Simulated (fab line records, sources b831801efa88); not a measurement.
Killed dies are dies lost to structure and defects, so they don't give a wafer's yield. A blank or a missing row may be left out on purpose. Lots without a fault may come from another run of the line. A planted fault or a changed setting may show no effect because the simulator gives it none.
Problem report in the 8D (eight disciplines) form, filled by code | flow gf180mcu | the parts of the form that need people (team, actions taken, sign-off) are left out

1. THE PROBLEM
MVSD_TW at GF_MVSD_TW_MEAS_11 reads a mean of 1759 on 6 wafers of 2 lots; wafers without a fault read 1592 with a standard deviation of 7.4. That is +23 standard deviations from the usual mean.
First seen on wafer L372.1, day 7 05:05, on film_metro-04. The record holds 36 wafers of 12 lots with a number at this step. Rule for "out", or "out of limits": more than 4 standard deviations from the usual mean. The other wafers with a number count as sound.

2. WHAT IT IS AND WHAT IT IS NOT
question                    | is                           | is not
which readings at this step | MVSD_TW                      | -
which lots                  | L372, L374                   | L362, L363, L365, L367, L369, L378, L380, L381, L383, L384
which wafers of those lots  | all that have a number       | -
read on which gauges        | film_metro-01, film_metro-04 | film_metro-03
when                        | from day 7 05:05             | up to then (15 sound wafers); but 15 sound wafers of L378, L380, L381, L383, L384 came after

3. SUSPECTS, AND WHAT RULES EACH OUT
Counting: a tool at a process step up to the reading stays a suspect if it ran every lot that is out and no sound lot after the first of them.
- the gauge at GF_MVSD_TW_MEAS_11: ruled out. The wafers that are out were read on 2 gauges (film_metro-01, film_metro-04).
- implanter-02 at GF_MVSD_IMPLANT_08: kept. It ran every lot that is out, first L372 (day 7 04:41), and no sound lot after that; its last sound lot up to then is L369 (day 6 02:13). Its own readings are out on those wafers: beam_on_s, faraday_current_uA.
Left after counting: implanter-02 at GF_MVSD_IMPLANT_08.

4. THE CAUSE (what the simulator had put in)
Process parameter drift: implanter-02, from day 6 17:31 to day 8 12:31, at GF_MVSD_IMPLANT_08. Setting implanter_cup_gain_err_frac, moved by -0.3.
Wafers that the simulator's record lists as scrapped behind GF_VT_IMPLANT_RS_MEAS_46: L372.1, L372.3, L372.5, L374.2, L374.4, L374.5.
Counting left only this tool.

5. THE CHAIN OF EFFECTS, in route order
Each row: a reading whose mean over the struck wafers that have a number lies more than 3 standard deviations from the usual. Only readings for which the record gives a usual standard deviation are gone through. hours: the time from each lot's start at the first step in this table that gives one to its start at this step, as a median over the lots. sigmas: the change in usual standard deviations.
hours | step                     | reading            | usual        | on struck wafers | change | sigmas
0     | GF_MVSD_IMPLANT_08       | beam_on_s          | 10.00 s      | 14.30            | +4.30  | +20
0     | GF_MVSD_IMPLANT_08       | faraday_current_uA | 90.2         | 63.0             | -27.2  | -14
0     | GF_MVSD_TW_MEAS_11       | MVSD_TW            | 1592         | 1759             | +167   | +23
85    | GF_VT_IMPLANT_RS_MEAS_46 | MVSD_RS            | 457.2 ohm/sq | 384.1            | -73.1  | -61
The process steps in it:
- GF_MVSD_IMPLANT_08

6. WHAT WOULD HAVE CAUGHT IT SOONER
In this record the first reading out of limits at a measuring or inspecting step was taken at day 7 05:05, 12 hours after the fault began at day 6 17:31.
The tool's own readings at GF_MVSD_IMPLANT_08 were out on every struck wafer that the step has a row for (beam_on_s, faraday_current_uA): an alarm limit on them would have fired on the first of those.
Of the lots that are out (2), L374 began GF_MVSD_IMPLANT_08 on implanter-02 after day 7 05:05. A hold on the tool at that time would have spared it.
